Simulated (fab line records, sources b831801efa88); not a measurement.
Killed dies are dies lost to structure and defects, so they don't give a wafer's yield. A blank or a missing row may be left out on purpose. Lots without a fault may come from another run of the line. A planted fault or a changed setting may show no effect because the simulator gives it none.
Which tool did it? | flow sky130 | 12 lots, 36 wafers sampled, at 2 steps of a route of 708

WHAT THE GAUGES READ, wafer by wafer
SKY_NWELL_OVL_MEAS_23.
lot  | measured     | on         | NWELL_01_OVL (nm)
L075 | day 5 15:41  | overlay-01 | 1.0 -1.8 2.0
L077 | day 5 23:49  | overlay-01 | -2.1 -3.8 -3.7
L079 | day 7 01:34  | overlay-01 | -1.1 -1.5 0.0
L081 | day 7 05:05  | overlay-02 | 0.6 -1.2 0.0
L083 | day 7 13:28  | overlay-02 | 0.9 -0.1 1.6
L085 | day 8 09:43  | overlay-02 | -2.7 -1.1 -1.9
L087 | day 8 19:28  | overlay-01 | -3.0 -1.1 -1.6
L089 | day 9 09:34  | overlay-02 | -0.9 -3.2 -2.4
L091 | day 9 17:07  | overlay-02 | -0.3 -0.6 -2.8
L092 | day 10 04:40 | overlay-01 | -0.1 -0.6 0.3
L095 | day 10 17:14 | overlay-02 | -2.3 -2.2 -3.3
L097 | day 11 02:31 | overlay-02 | -2.7 -0.9 -0.4

WHICH TOOL RAN EACH LOT (tool, then ch and the chambers of the sampled wafers, then the start)
lot  | SKY_FIELD_ISO_ETCH_14
L075 | rie_diel-03 ch 1,2, day 2 10:08
L077 | rie_diel-03 ch 0,1,2, day 2 20:47
L079 | rie_diel-01 ch 0,1,3, day 3 09:43
L081 | rie_diel-04 ch 0,1,2, day 3 16:49
L083 | rie_diel-04 ch 0,1,3, day 4 04:41
L085 | rie_diel-01 ch 0,2,3, day 4 17:35
L087 | rie_diel-03 ch 1,2, day 5 01:13
L089 | rie_diel-01 ch 1,2,3, day 5 10:16
L091 | rie_diel-04 ch 1,2,3, day 5 23:22
L092 | rie_diel-01 ch 0,2,3, day 6 07:10
L095 | rie_diel-04 ch 0,1,2, day 6 20:20
L097 | rie_diel-01 ch 0,2,3, day 7 04:02
- SKY_FIELD_ISO_ETCH_14: etches BARC in N2/H2, stops on SiO2, time 45.9 s, target depth 60 nm.

THE ANSWER, worked out from the rows above alone
Rule: what is usual is taken from the lots themselves. Put in order of their means at a reading, lots are off if they are a third of the lots or fewer, leave a main group of 4 or more, and stand apart from it by a gap of 3 or more times the standard deviation of the main group's means; of several such gaps the widest counts. A main group whose means are all the same, to the digits that the tables above print for the reading, isn't used. A lot without any number at a reading at which 4 lots or more have one is off too. The other lots that the step has rows for count as sound.
No lot is off at any reading shown: from this, nothing can be told.

WHAT THE SIMULATOR HAD PUT IN
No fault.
